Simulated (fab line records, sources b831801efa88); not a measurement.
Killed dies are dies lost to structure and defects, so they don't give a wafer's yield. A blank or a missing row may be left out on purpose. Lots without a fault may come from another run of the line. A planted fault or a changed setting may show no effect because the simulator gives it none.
Which tool did it? | flow gf180mcu | 14 lots, 42 wafers sampled, at 5 steps of a route of 602

WHAT THE GAUGES READ, wafer by wafer
GF_HV_LDD_CD_MEAS_31: target cd 400 nm.
lot  | measured     | on        | cd_nm (nm)
L568 | day 11 14:22 | cd_sem-02 | 401.7 400.5 401.0
L569 | day 12 10:52 | cd_sem-02 | 400.1 400.6 400.8
L570 | day 12 19:37 | cd_sem-02 | 397.0 396.6 398.6
L572 | day 13 02:05 | cd_sem-01 | 396.7 398.4 397.8
L573 | day 13 13:11 | cd_sem-01 | 402.7 401.0 401.7
L575 | day 14 03:26 | cd_sem-01 | 397.7 398.8 399.6
L576 | day 14 08:04 | cd_sem-01 | 399.5 398.8 399.1
L577 | day 14 20:58 | cd_sem-01 | 405.1 403.9 404.7
L580 | day 15 11:01 | cd_sem-01 | 398.4 396.9 398.4
L581 | day 15 16:32 | cd_sem-01 | 399.3 398.3 400.1
L583 | day 16 10:16 | cd_sem-02 | 400.6 399.1 400.2
L589 | day 18 12:55 | cd_sem-01 | 400.8 401.8 400.0
L590 | day 18 16:26 | cd_sem-01 | 400.4 401.8 401.0
L591 | day 18 22:08 | cd_sem-01 | 401.3 401.1 400.4

GF_HV_LDD_OVL_MEAS_47.
lot  | measured     | on         | HV_LDD_03_OVL (nm)
L568 | day 12 10:40 | overlay-02 | -0.6 -0.7 1.1
L569 | day 13 07:01 | overlay-01 | -0.3 -1.1 -0.8
L570 | day 13 16:57 | overlay-01 | 0.7 1.0 1.7
L572 | day 13 23:13 | overlay-01 | -1.2 -1.4 -2.7
L573 | day 14 09:43 | overlay-01 | -0.2 -0.4 0.4
L575 | day 15 00:59 | overlay-02 | 1.0 0.7 0.9
L576 | day 15 06:49 | overlay-02 | 0.1 0.2 0.5
L577 | day 15 18:43 | overlay-01 | 0.2 1.6 1.7
L580 | day 16 08:55 | overlay-01 | -0.6 -2.0 1.0
L581 | day 16 15:19 | overlay-02 | 1.3 1.3 0.8
L583 | day 17 09:28 | overlay-02 | 1.9 -0.2 0.2
L589 | day 19 14:28 | overlay-02 | -73.1 -71.8 -72.5
L590 | day 19 17:43 | overlay-02 | -72.8 -74.2 -74.0
L591 | day 19 23:49 | overlay-02 | 3.6 0.4 0.1

GF_NSD_OVL_MEAS_08.
lot  | measured     | on         | NSD_OVL (nm)
L568 | day 13 09:14 | overlay-02 | 0.5 0.7 -0.2
L569 | day 14 07:10 | overlay-01 | 0.8 0.5 0.1
L570 | day 14 18:34 | overlay-01 | -0.3 -3.3 -2.1
L572 | day 15 00:07 | overlay-01 | 0.4 -0.2 2.1
L573 | day 15 10:31 | overlay-02 | 2.0 0.2 0.7
L575 | day 16 01:01 | overlay-01 | -0.8 -0.2 -0.8
L576 | day 16 07:50 | overlay-01 | -0.7 1.1 1.3
L577 | day 16 19:55 | overlay-02 | -1.2 -0.9 -0.9
L580 | day 17 10:32 | overlay-01 | 0.7 0.2 -1.7
L581 | day 17 16:58 | overlay-02 | -2.0 -1.3 -2.5
L583 | day 18 11:40 | overlay-02 | 1.6 3.4 0.9
L589 | day 20 17:52 | overlay-01 | 2.7 -0.3 0.4
L590 | day 20 21:07 | overlay-02 | 1.5 0.1 0.6
L591 | day 21 02:16 | overlay-02 | 1.5 2.9 0.8

WHICH TOOL RAN EACH LOT (tool, then ch and the chambers of the sampled wafers, then the start)
lot  | GF_POLY_GATE_STRIP_14                | GF_HV_LDD_EXPOSE_43
L568 | plasma_asher-01 ch 0,1, day 9 04:50  | iline_stepper-02 ch 0, day 12 00:53
L569 | plasma_asher-01 ch 0,1, day 10 01:27 | iline_stepper-02 ch 0, day 12 20:58
L570 | plasma_asher-03 ch 0,1, day 10 09:30 | iline_stepper-01 ch 0, day 13 06:47
L572 | plasma_asher-01 ch 0,1, day 10 12:37 | iline_stepper-01 ch 0, day 13 13:17
L573 | plasma_asher-04 ch 1, day 11 00:01   | iline_stepper-01 ch 0, day 13 23:44
L575 | plasma_asher-01 ch 0,1, day 11 15:01 | iline_stepper-01 ch 0, day 14 14:46
L576 | plasma_asher-01 ch 0,1, day 11 17:47 | iline_stepper-02 ch 0, day 14 19:50
L577 | plasma_asher-04 ch 0,1, day 12 06:19 | iline_stepper-02 ch 0, day 15 08:17
L580 | plasma_asher-01 ch 0,1, day 12 20:25 | iline_stepper-02 ch 0, day 15 22:11
L581 | plasma_asher-01 ch 0,1, day 13 00:04 | iline_stepper-01 ch 0, day 16 04:38
L583 | plasma_asher-03 ch 0,1, day 13 16:48 | iline_stepper-02 ch 0, day 16 22:14
L589 | plasma_asher-04 ch 0,1, day 15 13:38 | iline_stepper-01 ch 0, day 19 02:10
L590 | plasma_asher-04 ch 0, day 15 14:57   | iline_stepper-01 ch 0, day 19 05:26
L591 | plasma_asher-03 ch 0,1, day 15 23:13 | iline_stepper-02 ch 0, day 19 11:52
- GF_POLY_GATE_STRIP_14: strips in O2/N2.
- GF_HV_LDD_EXPOSE_43: exposes mask Pplus HV AREA, target cd 400 nm.

WHAT THE TOOLS THEMSELVES READ (means of the sampled wafers that have a number; where no wafer has one, the mark that the record gives instead)
GF_POLY_GATE_STRIP_14.
lot  | tool            | drypump_motor_current_A (A) | heater_power_w (W) | oes_product_au (a.u.)
L568 | plasma_asher-01 | 5.9                         | 298                | 0.507
L569 | plasma_asher-01 | 5.9                         | 301                | 0.504
L570 | plasma_asher-03 | 6.2                         | 306                | 0.506
L572 | plasma_asher-01 | 5.7                         | 306                | 0.504
L573 | plasma_asher-04 | 5.1                         | 308                | 0.507
L575 | plasma_asher-01 | 5.7                         | 307                | 0.504
L576 | plasma_asher-01 | 5.9                         | 301                | 0.510
L577 | plasma_asher-04 | 5.2                         | 348                | 0.505
L580 | plasma_asher-01 | 5.9                         | 302                | 0.507
L581 | plasma_asher-01 | 5.9                         | 303                | 0.501
L583 | plasma_asher-03 | 6.2                         | 309                | 0.511
L589 | plasma_asher-04 | 5.2                         | 347                | 0.507
L590 | plasma_asher-04 | 5.4                         | 434                | 0.508
L591 | plasma_asher-03 | 5.9                         | 329                | 0.504

THE ANSWER, worked out from the rows above alone
Rule: what is usual is taken from the lots themselves. Put in order of their means at a reading, lots are off if they are a third of the lots or fewer, leave a main group of 4 or more, and stand apart from it by a gap of 3 or more times the standard deviation of the main group's means; of several such gaps the widest counts. A main group whose means are all the same, to the digits that the tables above print for the reading, isn't used. A lot without any number at a reading at which 4 lots or more have one is off too. The other lots that the step has rows for count as sound. The gauges are gone through in route order, then the tools' own readings, and for those a lot's mean is taken as printed above. The first step at which some lot is off is used, and at that step the reading that is off furthest; a lot without a number counts as furthest.
Off: L589, L590, at GF_HV_LDD_OVL_MEAS_47 (HV_LDD_03_OVL). The main group: mean 0.3 nm, standard deviation 0.91.
A tool fits if, at a process step before that reading, it ran every lot that is off, and no sound lot after the first of them. The gauges at GF_HV_LDD_OVL_MEAS_47 aren't tried: what is off there is off at GF_POLY_GATE_STRIP_14 too, on other tools, and a gauge's error can't cause that. Can't be told from this: 2 tools fit, plasma_asher-04 at GF_POLY_GATE_STRIP_14, iline_stepper-01 at GF_HV_LDD_EXPOSE_43.

WHAT THE SIMULATOR HAD PUT IN
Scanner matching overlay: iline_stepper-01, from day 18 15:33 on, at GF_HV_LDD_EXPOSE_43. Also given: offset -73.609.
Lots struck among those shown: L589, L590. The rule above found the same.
